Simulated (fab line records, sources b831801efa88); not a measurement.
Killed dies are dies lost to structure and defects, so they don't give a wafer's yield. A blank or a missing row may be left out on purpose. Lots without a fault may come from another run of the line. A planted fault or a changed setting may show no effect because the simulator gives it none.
Which tool did it? | flow gf180mcu | 14 lots, 42 wafers sampled, at 5 steps of a route of 602

WHAT THE GAUGES READ, wafer by wafer
GF_VT_IMPLANT_OVL_MEAS_07.
lot  | measured     | on         | VT_IMPLANT_OVL (nm)
L234 | day 5 15:34  | overlay-01 | -2.9 -2.6 -2.9
L235 | day 5 20:56  | overlay-02 | -0.9 -0.5 -1.5
L236 | day 6 07:19  | overlay-01 | -1.4 -0.5 -0.4
L240 | day 7 07:43  | overlay-01 | 4.1 5.0 2.4
L241 | day 7 10:34  | overlay-02 | -0.2 -0.9 -0.4
L242 | day 7 16:41  | overlay-02 | 0.0 0.3 0.4
L244 | day 8 05:01  | overlay-02 | 1.4 1.1 1.5
L247 | day 8 22:32  | overlay-01 | 3.3 3.9 2.0
L251 | day 10 00:22 | overlay-01 | 0.1 0.1 -0.6
L252 | day 10 10:05 | overlay-02 | -1.5 -0.8 -0.4
L253 | day 10 16:22 | overlay-02 | -1.4 0.3 0.2
L255 | day 11 01:08 | overlay-02 | 2.6 2.3 1.8
L256 | day 11 10:11 | overlay-02 | -0.5 0.6 -0.2
L257 | day 11 19:35 | overlay-01 | 1.1 0.8 1.3

GF_VT_IMPLANT_TW_MEAS_10.
lot  | measured     | on            | VT_IMPLANT_TW
L234 | day 5 15:52  | film_metro-02 | 560.6 563.2 564.5
L235 | day 5 21:14  | film_metro-04 | 566.7 563.3 568.7
L236 | day 6 07:36  | film_metro-04 | 569.6 566.1 570.3
L240 | day 7 08:01  | film_metro-04 | 569.2 567.4 569.6
L241 | day 7 10:51  | film_metro-03 | 561.7 566.4 563.5
L242 | day 7 16:59  | film_metro-04 | 568.0 570.6 567.4
L244 | day 8 05:18  | film_metro-02 | 560.7 564.8 562.9
L247 | day 8 22:49  | film_metro-04 | 567.0 561.0 561.3
L251 | day 10 00:40 | film_metro-04 | 568.0 563.4 568.4
L252 | day 10 10:22 | film_metro-03 | 561.3 564.4 565.3
L253 | day 10 16:39 | film_metro-03 | 563.5 563.2 563.2
L255 | day 11 01:25 | film_metro-03 | 563.3 567.1 562.6
L256 | day 11 10:28 | film_metro-03 | 563.2 564.5 563.4
L257 | day 11 19:52 | film_metro-04 | 567.4 567.6 566.0

GF_POLY_GATE_CD_MEAS_10: target cd 280 nm.
lot  | measured     | on        | cd_nm (nm)
L234 | day 9 04:35  | cd_sem-02 | 280.3 281.0 279.3
L235 | day 9 11:24  | cd_sem-02 | 282.2 282.6 281.6
L236 | day 10 02:01 | cd_sem-02 | 280.1 279.7 279.8
L240 | day 11 04:17 | cd_sem-02 | 279.2 279.0 279.2
L241 | day 11 08:25 | cd_sem-02 | 277.8 279.6 278.9
L242 | day 11 13:10 | cd_sem-02 | 311.3 310.6 309.6
L244 | day 12 06:36 | cd_sem-02 | 310.8 308.7 309.5
L247 | day 13 02:18 | cd_sem-01 | 281.8 280.5 280.2
L251 | day 14 08:34 | cd_sem-02 | 280.4 280.6 280.4
L252 | day 14 18:48 | cd_sem-02 | 279.0 277.8 278.5
L253 | day 15 04:09 | cd_sem-02 | 280.3 280.4 280.4
L255 | day 15 12:59 | cd_sem-02 | 282.2 281.1 280.8
L256 | day 16 03:11 | cd_sem-01 | 277.1 277.6 277.0
L257 | day 16 12:56 | cd_sem-01 | 280.2 281.7 280.7

GF_POLY_GATE_THK_MEAS_17.
lot  | measured     | on            | POLY_GATE_OXIDATION_THK (nm)
L234 | day 9 07:04  | film_metro-01 | 3.95 3.98 3.89
L235 | day 9 13:41  | film_metro-01 | 4.07 4.09 4.10
L236 | day 10 03:40 | film_metro-03 | 4.14 4.11 4.09
L240 | day 11 05:59 | film_metro-04 | 3.96 3.91 3.94
L241 | day 11 11:09 | film_metro-04 | 3.92 3.92 4.03
L242 | day 11 14:49 | film_metro-01 | 3.98 3.94 3.98
L244 | day 12 08:46 | film_metro-04 | 3.93 4.09 3.92
L247 | day 13 05:48 | film_metro-04 | 3.94 4.05 3.94
L251 | day 14 11:34 | film_metro-01 | 3.91 3.90 4.00
L252 | day 14 22:53 | film_metro-04 | 4.07 4.04 4.03
L253 | day 15 09:19 | film_metro-01 | 3.91 3.97 3.90
L255 | day 15 16:29 | film_metro-01 | 3.89 4.07 3.94
L256 | day 16 04:50 | film_metro-04 | 3.93 3.98 3.92
L257 | day 16 14:35 | film_metro-01 | 3.96 3.95 3.95

WHICH TOOL RAN EACH LOT (tool, then ch and the chambers of the sampled wafers, then the start)
lot  | GF_POLY_GATE_SOFTBAKE_06
L234 | litho_track-04 ch 0, day 8 20:00
L235 | litho_track-03 ch 0, day 9 02:00
L236 | litho_track-01 ch 0, day 9 17:00
L240 | litho_track-04 ch 0, day 10 18:00
L241 | litho_track-01 ch 0, day 10 22:00
L242 | litho_track-01 ch 0, day 11 04:00
L244 | litho_track-01 ch 0, day 11 20:00
L247 | litho_track-04 ch 0, day 12 15:00
L251 | litho_track-03 ch 0, day 13 22:00
L252 | litho_track-01 ch 0, day 14 08:00
L253 | litho_track-04 ch 0, day 14 16:00
L255 | litho_track-03 ch 0, day 15 02:00
L256 | litho_track-03 ch 0, day 15 16:00
L257 | litho_track-03 ch 0, day 16 01:00
- GF_POLY_GATE_SOFTBAKE_06: time 60 s.

WHAT THE TOOLS THEMSELVES READ (means of the sampled wafers that have a number; where no wafer has one, the mark that the record gives instead)
GF_POLY_GATE_SOFTBAKE_06.
lot  | tool           | heater_power_total_W (W) | plate_temp_C (C)
L234 | litho_track-04 | 93.00                    | 130.07
L235 | litho_track-03 | 93.03                    | 130.03
L236 | litho_track-01 | 93.12                    | 129.97
L240 | litho_track-04 | 93.06                    | 130.13
L241 | litho_track-01 | 93.04                    | 129.83
L242 | litho_track-01 | 76.88                    | 112.48
L244 | litho_track-01 | 76.91                    | 112.57
L247 | litho_track-04 | 93.04                    | 129.80
L251 | litho_track-03 | 93.03                    | 129.98
L252 | litho_track-01 | 93.07                    | 129.93
L253 | litho_track-04 | 93.04                    | 130.15
L255 | litho_track-03 | 93.05                    | 129.85
L256 | litho_track-03 | 93.08                    | 130.06
L257 | litho_track-03 | 93.09                    | 129.93

THE ANSWER, worked out from the rows above alone
Rule: what is usual is taken from the lots themselves. Put in order of their means at a reading, lots are off if they are a third of the lots or fewer, leave a main group of 4 or more, and stand apart from it by a gap of 3 or more times the standard deviation of the main group's means; of several such gaps the widest counts. A main group whose means are all the same, to the digits that the tables above print for the reading, isn't used. A lot without any number at a reading at which 4 lots or more have one is off too. The other lots that the step has rows for count as sound. The gauges are gone through in route order, then the tools' own readings, and for those a lot's mean is taken as printed above. The first step at which some lot is off is used, and at that step the reading that is off furthest; a lot without a number counts as furthest.
Off: L242, L244, at GF_POLY_GATE_CD_MEAS_10 (cd_nm). The main group: mean 280.0 nm, standard deviation 1.3.
A tool fits if, at a process step before that reading, it ran every lot that is off, and no sound lot after the first of them. The gauges at GF_POLY_GATE_CD_MEAS_10 aren't tried: what is off there is off at GF_POLY_GATE_SOFTBAKE_06 too, on other tools, and a gauge's error can't cause that. None of those tried fits.

WHAT THE SIMULATOR HAD PUT IN
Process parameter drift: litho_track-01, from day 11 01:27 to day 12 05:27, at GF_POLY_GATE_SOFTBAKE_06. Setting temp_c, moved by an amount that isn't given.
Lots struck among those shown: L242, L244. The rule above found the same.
